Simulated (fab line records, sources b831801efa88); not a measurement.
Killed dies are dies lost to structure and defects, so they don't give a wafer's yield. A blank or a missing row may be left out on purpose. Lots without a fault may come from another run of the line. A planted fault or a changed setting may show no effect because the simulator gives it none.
One fault seen from 2 desks | flow gf180mcu | each desk has only its own numbers; what lay behind them comes last

THE METROLOGY DESK
What the gauges read, lot by lot, whatever tool the lot ran on: means of the sampled wafers that have a number. A lot is out of limits, marked OUT, if its mean lies more than 4 standard deviations from the usual mean; the brackets give that distance.
Columns: A = V1_W_RS at GF_V1_RS_MEAS_24, usual 0.326 ohm/sq; B = V1_W_THK at GF_V1_THK_MEAS_25, usual 376 nm
lot  | first seen here | A     | B
L814 | day 18 03:14    | 0.325 | 379
L816 | day 19 09:22    | 0.329 | 373
L818 | day 19 16:44    | 0.330 | 368
L820 | day 20 13:33    | 0.324 | 377
L823 | day 21 12:16    | 0.321 | 381
L824 | day 22 01:26    | 0.323 | 378
L825 | day 22 05:40    | 0.328 | 373
L832 | day 24 14:08    | 0.332 | 372
L833 | day 25 02:06    | 0.333 | 370
L835 | day 25 12:01    | 0.327 | 370
L837 | day 25 23:20    | 0.323 | 381
This desk's finding: nothing out of limits on any of the 11 lots.

THE TOOL OWNER'S DESK: cvd_w-02
The tool's own readings at GF_V1_CVD_23 (deposits W, target thk 350 nm, time 105.05 s): means of the sampled wafers that have a number, for each lot that ran on this tool. A lot is out of limits, marked OUT, if its mean lies more than 4 standard deviations from the usual mean; the brackets give that distance.
Columns: A = chamber_pressure_Torr at GF_V1_CVD_23, usual 40.02 Torr; B = heater_power_w at GF_V1_CVD_23, usual 832 W
lot  | first seen here | A               | B
L820 | day 20 13:26    | 39.95           | 809
L824 | day 22 01:20    | 40.09           | 791
L825 | day 22 05:32    | 40.05           | 797
L832 | day 24 14:02    | 37.87 (-24) OUT | 789
L833 | day 25 01:58    | 37.97 (-23) OUT | 796
This desk's finding: out of limits on L832, L833; first on L832, day 24 14:02 (chamber_pressure_Torr at GF_V1_CVD_23). In limits: L820, L824, L825.

PUT TOGETHER
The tool owner's desk could have raised an alarm at day 24 14:02, on L832, L833.
The metrology desk saw nothing out of limits.
The metrology desk has L832, L833 on record, within its limits.
Of the lots named, all ran GF_V1_CVD_23 on cvd_w-02.

WHAT THE SIMULATOR HAD PUT IN
Process parameter drift: cvd_w-02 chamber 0, from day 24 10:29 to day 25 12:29, at GF_V1_CVD_23. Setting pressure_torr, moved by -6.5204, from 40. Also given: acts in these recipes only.
Lots struck among those shown: L832, L833.
Hours from the fault's start to each desk's first reading out of limits: the tool owner's desk, 4.
